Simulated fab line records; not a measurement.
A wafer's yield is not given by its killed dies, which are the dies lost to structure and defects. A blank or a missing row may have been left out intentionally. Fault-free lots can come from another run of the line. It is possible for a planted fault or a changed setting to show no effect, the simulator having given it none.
8D (eight disciplines) problem report, filled in by code ; flow gf180mcu ; the parts of the form that need people (team, actions taken, sign-off) are left out

== 1. THE ISSUE ==
V3_W_RS at GF_V3_RS_MEAS_24 reads a mean of 0.703 ohm/sq on 1 wafer of 1 lot; wafers without a fault read 0.326 ohm/sq with a standard deviation of 0.0033. That is +99 or more standard deviations from the usual mean.
The step: measures by four-point-probe.
Earliest sighting: wafer L690.1 on filmMetro-01 at day 27 18:08. The record has a number at this step for 30 wafers belonging to 10 lots. The rule behind "out" and "out of limits": a value lying over 4 standard deviations away from the usual mean. Any other wafer with a number is counted as sound.

== 2. WHAT IT IS; WHAT IT IS NOT ==
question;is;is not
which readings at this step;V3_W_RS;-
which lots;L690;L675, L676, L678, L679, L682, L685, L693, L695, L697
which wafers of those lots;L690.1;L690.2, L690.5
read on which gauges;filmMetro-01;filmMetro-03, filmMetro-04
when;from day 27 18:08;"up to then (20 sound wafers); but 9 sound wafers of L693, L695, L697 came after"

== 3. WHAT RULES OUT EACH SUSPECT ==
Counting: a tool at a process step up to the reading stays a suspect if it ran every lot that is out. Sound lots after the first of them don't rule it out here, since some wafers of a struck lot are sound.
- the gauge at GF_V3_RS_MEAS_24 has been ruled out. All the wafers that are out were read on filmMetro-01, but those of them that GF_V3_CMP_26 has rows for are out there too, on other tools.
- cmp-01 at GF_V3_CMP_04 (polishes SiO2): kept. L690, the lot that is out, went through it at day 26 20:32; up to then, the latest sound lot through it was L685 at day 25 17:31.
- plasmaAsher-02 at GF_V3_STRIP_18 (strips in O2/N2): kept. L690, the lot that is out, went through it at day 27 17:22; up to then, the latest sound lot through it was L685 at day 26 14:56.
- cvdW-01 at GF_V3_CVD_23 (deposits W, target thk 350 nm, time 104.9 s): kept. L690, the lot that is out, went through it at day 27 18:01; up to then, the latest sound lot through it was L685 at day 26 15:42.
- At GF_V3_CMP_04 on cmp-01, chamber 3 took the sound wafers of the same lots and chamber 1 took the wafers that are out.
Left after counting: cmp-01 at GF_V3_CMP_04, plasmaAsher-02 at GF_V3_STRIP_18, cvdW-01 at GF_V3_CVD_23.

== 4. THE CAUSE (what the simulator had put in) ==
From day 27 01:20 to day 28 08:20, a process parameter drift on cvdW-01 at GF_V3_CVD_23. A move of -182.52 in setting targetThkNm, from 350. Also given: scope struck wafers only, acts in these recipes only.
Counting left 3 suspects, and this tool is among them.

== 5. THE CHAIN OF EFFECTS, in route order ==
Each row: a reading whose mean over the struck wafers that have a number lies more than 3 standard deviations from the usual. Scope: only readings with a usual standard deviation given in the record; hours: median across lots of the time from each lot's start at the first step in this table that gives one to its start at this step; sigmas: change in usual standard deviations.
hours;step;reading;usual;on struck wafers;change;sigmas
0;GF_V3_RS_MEAS_24;V3_W_RS;0.326 ohm/sq;0.703;+0.377;+99 or more
0;GF_V3_THK_MEAS_25;V3_W_THK;345 nm;163;-182;-39
0;GF_V3_CMP_26;timeToEndpointS;83 s;39;-44;-12
The process steps in it:
- GF_V3_CMP_26: polishes, stops on SiO2, t overpolish 15 s, target thk 0 nm.

== 6. HOW IT WOULD HAVE BEEN CAUGHT EARLIER ==
The first out-of-limits reading at a measuring or inspecting step in this record came at day 27 18:08, 17 hours after the fault's start at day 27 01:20.
No tool reading at GF_V3_CVD_23 that has a usual standard deviation in the record was out on any struck wafer, so an alarm limit of 4 standard deviations on those readings would not have fired.
By day 27 18:08 the whole set of lots that are out, 1 in number, had already begun GF_V3_CVD_23 on cvdW-01. A hold on the tool at that time would have spared none of them.
